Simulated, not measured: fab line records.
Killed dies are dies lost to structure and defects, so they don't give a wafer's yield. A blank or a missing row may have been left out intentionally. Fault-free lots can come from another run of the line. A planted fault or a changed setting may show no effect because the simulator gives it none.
What tool caused it? / flow sky130 / 11 lots with 33 wafers sampled at 7 steps, on a route of 708 steps

## WHAT EACH GAUGE READ, for each wafer
SKY_DNWELL_TW_MEAS_09.
lot=L762; measured=day 3 18:26; on=filmMetro-04; DNWELL_TW=1111 1111 1105
lot=L763; measured=day 3 22:10; on=filmMetro-04; DNWELL_TW=1113 1111 1104
lot=L764; measured=day 4 02:47; on=filmMetro-02; DNWELL_TW=1101 1109 1114
lot=L765; measured=day 4 07:40; on=filmMetro-02; DNWELL_TW=1119 1113 1116
lot=L766; measured=day 4 13:29; on=filmMetro-04; DNWELL_TW=1117 1120 1126
lot=L767; measured=day 4 17:23; on=filmMetro-03; DNWELL_TW=1100 1098 1097
lot=L776; measured=day 6 17:41; on=filmMetro-03; DNWELL_TW=1103 1101 1104
lot=L777; measured=day 7 01:08; on=filmMetro-02; DNWELL_TW=1116 1111 1109
lot=L779; measured=day 7 12:46; on=filmMetro-04; DNWELL_TW=1115 1112 1118
lot=L781; measured=day 7 23:23; on=filmMetro-03; DNWELL_TW=1108 1105 1112
lot=L783; measured=day 8 08:52; on=filmMetro-03; DNWELL_TW=1105 1101 1101

SKY_PWDE_TW_MEAS_10.
lot=L762; measured=day 4 11:05; on=filmMetro-02; PWDE_TW=371 369 372
lot=L763; measured=day 4 14:34; on=filmMetro-04; PWDE_TW=375 377 375
lot=L764; measured=day 4 19:52; on=filmMetro-04; PWDE_TW=378 374 376
lot=L765; measured=day 5 01:07; on=filmMetro-04; PWDE_TW=374 374 373
lot=L766; measured=day 5 06:42; on=filmMetro-04; PWDE_TW=1139 1131 1135
lot=L767; measured=day 5 11:45; on=filmMetro-04; PWDE_TW=1132 1131 1132
lot=L776; measured=day 7 13:38; on=filmMetro-02; PWDE_TW=371 372 371
lot=L777; measured=day 7 21:07; on=filmMetro-04; PWDE_TW=373 372 373
lot=L779; measured=day 8 08:35; on=filmMetro-04; PWDE_TW=372 375 375
lot=L781; measured=day 8 19:44; on=filmMetro-03; PWDE_TW=371 372 372
lot=L783; measured=day 9 05:01; on=filmMetro-03; PWDE_TW=370 370 371

SKY_NWELL_TW_MEAS_15.
lot=L762; measured=day 5 04:47; on=filmMetro-02; NWELL_TW=1802 1795 1801
lot=L763; measured=day 5 08:36; on=filmMetro-04; NWELL_TW=1826 1828 1829
lot=L764; measured=day 5 14:10; on=filmMetro-04; NWELL_TW=1822 1812 1822
lot=L765; measured=day 5 18:34; on=filmMetro-02; NWELL_TW=1815 1802 1802
lot=L766; measured=day 6 01:58; on=filmMetro-03; NWELL_TW=1906 1895 1901
lot=L767; measured=day 6 06:37; on=filmMetro-02; NWELL_TW=1920 1924 1921
lot=L776; measured=day 8 10:47; on=filmMetro-04; NWELL_TW=1814 1821 1810
lot=L777; measured=day 8 17:22; on=filmMetro-04; NWELL_TW=1814 1819 1811
lot=L779; measured=day 9 05:08; on=filmMetro-04; NWELL_TW=1819 1828 1810
lot=L781; measured=day 9 17:21; on=filmMetro-03; NWELL_TW=1789 1802 1791
lot=L783; measured=day 10 02:49; on=filmMetro-02; NWELL_TW=1792 1787 1788

SKY_NWELL_TW_MEAS_26.
lot=L762; measured=day 5 23:30; on=filmMetro-04; NWELL_2_TW=496 498 496
lot=L763; measured=day 6 02:58; on=filmMetro-04; NWELL_2_TW=497 493 497
lot=L764; measured=day 6 08:34; on=filmMetro-04; NWELL_2_TW=494 496 500
lot=L765; measured=day 6 13:13; on=filmMetro-03; NWELL_2_TW=490 486 487
lot=L766; measured=day 6 21:12; on=filmMetro-04; NWELL_2_TW=1147 1148 1147
lot=L767; measured=day 7 01:37; on=filmMetro-02; NWELL_2_TW=1140 1136 1138
lot=L776; measured=day 9 06:55; on=filmMetro-02; NWELL_2_TW=489 492 490
lot=L777; measured=day 9 14:43; on=filmMetro-02; NWELL_2_TW=495 491 495
lot=L779; measured=day 10 02:47; on=filmMetro-04; NWELL_2_TW=493 493 496
lot=L781; measured=day 10 15:31; on=filmMetro-02; NWELL_2_TW=487 488 492
lot=L783; measured=day 11 01:46; on=filmMetro-02; NWELL_2_TW=487 487 492

SKY_VT_ADJUST_HVTP_CD_MEAS_07: target cd 380 nm.
lot=L762; measured=day 6 18:06; on=cdSem-02; cdNm (nm)=378.7 382.6 382.6
lot=L763; measured=day 6 22:41; on=cdSem-01; cdNm (nm)=377.6 376.4 379.4
lot=L764; measured=day 7 03:26; on=cdSem-02; cdNm (nm)=377.7 377.2 377.9
lot=L765; measured=day 7 08:44; on=cdSem-02; cdNm (nm)=380.6 381.0 380.2
lot=L766; measured=day 7 16:53; on=cdSem-01; cdNm (nm)=378.9 378.1 380.5
lot=L767; measured=day 7 21:50; on=cdSem-01; cdNm (nm)=377.7 378.9 378.2
lot=L776; measured=day 10 04:41; on=cdSem-01; cdNm (nm)=379.6 379.7 381.6
lot=L777; measured=day 10 12:17; on=cdSem-02; cdNm (nm)=381.0 380.9 378.0
lot=L779; measured=day 11 02:16; on=cdSem-01; cdNm (nm)=384.7 382.9 384.6
lot=L781; measured=day 11 15:05; on=cdSem-02; cdNm (nm)=379.3 381.2 379.5
lot=L783; measured=day 12 02:07; on=cdSem-01; cdNm (nm)=379.5 380.7 379.6

## EACH LOT AND THE TOOL THAT RAN IT (in order: tool; ch and the chambers of the sampled wafers; start)
lot=L762; SKY_DNWELL_COAT_02=lithoTrack-02 ch 0, day 3 09:35; SKY_DNWELL_STRIP_08=plasmaAsher-02 ch 0,1, day 3 18:20
lot=L763; SKY_DNWELL_COAT_02=lithoTrack-03 ch 0, day 3 13:20; SKY_DNWELL_STRIP_08=plasmaAsher-01 ch 0,1, day 3 22:04
lot=L764; SKY_DNWELL_COAT_02=lithoTrack-02 ch 0, day 3 18:28; SKY_DNWELL_STRIP_08=plasmaAsher-03 ch 0,1, day 4 02:41
lot=L765; SKY_DNWELL_COAT_02=lithoTrack-04 ch 0, day 3 21:53; SKY_DNWELL_STRIP_08=plasmaAsher-01 ch 0,1, day 4 07:34
lot=L766; SKY_DNWELL_COAT_02=lithoTrack-03, day 4 04:59; SKY_DNWELL_STRIP_08=plasmaAsher-02 ch 0,1, day 4 13:23
lot=L767; SKY_DNWELL_COAT_02=lithoTrack-03, day 4 08:41; SKY_DNWELL_STRIP_08=plasmaAsher-01 ch 0,1, day 4 17:17
lot=L776; SKY_DNWELL_COAT_02=lithoTrack-03 ch 0, day 6 07:32; SKY_DNWELL_STRIP_08=plasmaAsher-01 ch 0,1, day 6 17:35
lot=L777; SKY_DNWELL_COAT_02=lithoTrack-03 ch 0, day 6 15:32; SKY_DNWELL_STRIP_08=plasmaAsher-02 ch 0, day 7 01:02
lot=L779; SKY_DNWELL_COAT_02=lithoTrack-03 ch 0, day 7 02:02; SKY_DNWELL_STRIP_08=plasmaAsher-01 ch 0,1, day 7 12:40
lot=L781; SKY_DNWELL_COAT_02=lithoTrack-03 ch 0, day 7 13:38; SKY_DNWELL_STRIP_08=plasmaAsher-01 ch 0,1, day 7 23:17
lot=L783; SKY_DNWELL_COAT_02=lithoTrack-03 ch 0, day 7 22:10; SKY_DNWELL_STRIP_08=plasmaAsher-03 ch 0,1, day 8 08:46
- SKY_DNWELL_COAT_02: resist thk 3000 nm.
- SKY_DNWELL_STRIP_08: strips in O2/N2.

## WHAT THE TOOLS THEMSELVES READ (means of the sampled wafers that have a number; where no wafer has one, the mark that the record gives instead)
SKY_DNWELL_COAT_02.
lot=L762; tool=lithoTrack-02; chillPlateTempC (C)=22.83; dispensePressureKPa (kPa)=48.8; spinSpeedRpm (rpm)=1998.3
lot=L763; tool=lithoTrack-03; chillPlateTempC (C)=22.97; dispensePressureKPa (kPa)=49.8; spinSpeedRpm (rpm)=2000.0
lot=L764; tool=lithoTrack-02; chillPlateTempC (C)=22.84; dispensePressureKPa (kPa)=48.8; spinSpeedRpm (rpm)=1999.5
lot=L765; tool=lithoTrack-04; chillPlateTempC (C)=23.11; dispensePressureKPa (kPa)=50.7; spinSpeedRpm (rpm)=2000.3
lot=L766; tool=lithoTrack-03; chillPlateTempC (C)=-; dispensePressureKPa (kPa)=-; spinSpeedRpm (rpm)=-
lot=L767; tool=lithoTrack-03; chillPlateTempC (C)=-; dispensePressureKPa (kPa)=-; spinSpeedRpm (rpm)=-
lot=L776; tool=lithoTrack-03; chillPlateTempC (C)=22.96; dispensePressureKPa (kPa)=49.8; spinSpeedRpm (rpm)=1999.5
lot=L777; tool=lithoTrack-03; chillPlateTempC (C)=23.10; dispensePressureKPa (kPa)=49.7; spinSpeedRpm (rpm)=1999.9
lot=L779; tool=lithoTrack-03; chillPlateTempC (C)=23.07; dispensePressureKPa (kPa)=49.7; spinSpeedRpm (rpm)=2000.6
lot=L781; tool=lithoTrack-03; chillPlateTempC (C)=22.95; dispensePressureKPa (kPa)=49.7; spinSpeedRpm (rpm)=2001.6
lot=L783; tool=lithoTrack-03; chillPlateTempC (C)=23.08; dispensePressureKPa (kPa)=49.7; spinSpeedRpm (rpm)=2000.1

SKY_DNWELL_STRIP_08.
lot=L762; tool=plasmaAsher-02; drypumpMotorCurrentA (A)=5.8; n2FlowSccm (sccm)=299.1; oesProductAu (a.u.)=0.723; stripTimeToEndpointS (s)=36.62
lot=L763; tool=plasmaAsher-01; drypumpMotorCurrentA (A)=4.9; n2FlowSccm (sccm)=299.4; oesProductAu (a.u.)=0.725; stripTimeToEndpointS (s)=36.91
lot=L764; tool=plasmaAsher-03; drypumpMotorCurrentA (A)=5.5; n2FlowSccm (sccm)=300.0; oesProductAu (a.u.)=0.722; stripTimeToEndpointS (s)=36.68
lot=L765; tool=plasmaAsher-01; drypumpMotorCurrentA (A)=5.1; n2FlowSccm (sccm)=298.7; oesProductAu (a.u.)=0.729; stripTimeToEndpointS (s)=36.85
lot=L766; tool=plasmaAsher-02; drypumpMotorCurrentA (A)=5.7; n2FlowSccm (sccm)=301.1; oesProductAu (a.u.)=-; stripTimeToEndpointS (s)=-
lot=L767; tool=plasmaAsher-01; drypumpMotorCurrentA (A)=5.1; n2FlowSccm (sccm)=300.3; oesProductAu (a.u.)=-; stripTimeToEndpointS (s)=-
lot=L776; tool=plasmaAsher-01; drypumpMotorCurrentA (A)=5.1; n2FlowSccm (sccm)=299.6; oesProductAu (a.u.)=0.717; stripTimeToEndpointS (s)=36.82
lot=L777; tool=plasmaAsher-02; drypumpMotorCurrentA (A)=5.0; n2FlowSccm (sccm)=300.5; oesProductAu (a.u.)=0.720; stripTimeToEndpointS (s)=36.92
lot=L779; tool=plasmaAsher-01; drypumpMotorCurrentA (A)=5.1; n2FlowSccm (sccm)=299.7; oesProductAu (a.u.)=0.723; stripTimeToEndpointS (s)=36.80
lot=L781; tool=plasmaAsher-01; drypumpMotorCurrentA (A)=4.9; n2FlowSccm (sccm)=300.5; oesProductAu (a.u.)=0.722; stripTimeToEndpointS (s)=36.78
lot=L783; tool=plasmaAsher-03; drypumpMotorCurrentA (A)=5.4; n2FlowSccm (sccm)=300.2; oesProductAu (a.u.)=0.723; stripTimeToEndpointS (s)=36.79

## THE ANSWER, worked out from the rows above alone
Rule: usual is defined by the lots themselves. Put in order of their means at a reading, lots are off if they are a third of the lots or fewer, leave a main group of 4 or more, and stand apart from it by a gap of 3 or more times the standard deviation of the main group's means; of several such gaps the widest counts. The tables above print the reading to a certain number of digits; a main group whose means all agree to those digits is not used. A lot without any number at a reading at which 4 lots or more have one is off too. The other lots that the step has rows for count as sound. The gauges are gone through in route order, then the tools' own readings, and for those a lot's mean is taken as printed above. The first step at which some lot is off is used, and at that step the reading that is off furthest; a lot without a number counts as furthest.
Off: L766, L767, at SKY_PWDE_TW_MEAS_10 (PWDE_TW). The main group has a mean of 373 with a standard deviation of 2.
A tool fits if, at a process step before that reading, it ran every lot that is off, and no sound lot after the first of them. The gauges at SKY_PWDE_TW_MEAS_10 aren't tried: what is off there is off at SKY_NWELL_TW_MEAS_15 too, on other tools, and a gauge's error can't cause that. Not one of the candidates tried fits.

## WHAT THE SIMULATOR HAD INSERTED
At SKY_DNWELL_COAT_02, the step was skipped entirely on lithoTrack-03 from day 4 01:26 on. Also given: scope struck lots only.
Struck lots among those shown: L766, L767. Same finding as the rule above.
